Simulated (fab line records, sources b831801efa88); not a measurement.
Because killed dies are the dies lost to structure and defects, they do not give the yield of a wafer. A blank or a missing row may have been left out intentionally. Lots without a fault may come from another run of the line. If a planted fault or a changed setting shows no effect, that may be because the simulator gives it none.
Chamber matching + flow sky130 + SKY_VIA2_CMP_24 on cmp-01: 4 sister chambers
The step polishes, stops on SiO2, t overpolish 20 s, target thk 0 nm. 4 wafers are shown with their chamber, then 8 later ones without.

== WAFERS PAIRED WITH THEIR CHAMBERS ==
| wafer  | chamber | motor-current-A (A) |
|--------|---------|---------------------|
| L926.4 | 0       | 12.9                |
| L927.4 | 2       | 10.0                |
| L927.5 | 3       | 10.4                |
| L928.2 | 1       | 11.5                |

== WAFERS WITHOUT THEIR CHAMBER ==
| wafer  | motor-current-A (A) |
|--------|---------------------|
| L928.3 | 12.9                |
| L928.4 | 10.4                |
| L938.3 | 10.0                |
| L938.4 | 10.3                |
| L938.5 | 10.3                |
| L940.2 | 10.6                |
| L940.5 | 10.1                |
| L940.6 | 10.3                |

== WHICH CHAMBER EACH ONE RAN IN ==
| wafer  | from the rows above | in truth                   |
|--------|---------------------|----------------------------|
| L928.3 | 0                   | 0                          |
| L928.4 | 3                   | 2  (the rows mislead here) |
| L938.3 | 2                   | 2                          |
| L938.4 | 3                   | 3                          |
| L938.5 | 3                   | 3                          |
| L940.2 | 3                   | 3                          |
| L940.5 | 2                   | 2                          |
| L940.6 | 3                   | 3                          |
Correctly placed: 7 of 8. Number that these rows cannot place: 0. 1 placed wrongly.
How it was worked out, from the rows above alone: a wafer's distance from a chamber is the root of the sum, over the readings, of the square of ((its reading less the chamber's mean) divided by the reading's scatter). If the next closest chamber is less than 2 further off than the closest, the wafer can't be placed; otherwise it belongs to the closest. The mean given for a chamber averages the wafers shown for that chamber. The scatter (one wafer shown for each chamber): square how far every hidden wafer sits from the nearest shown wafer, average those squares and take the square root.
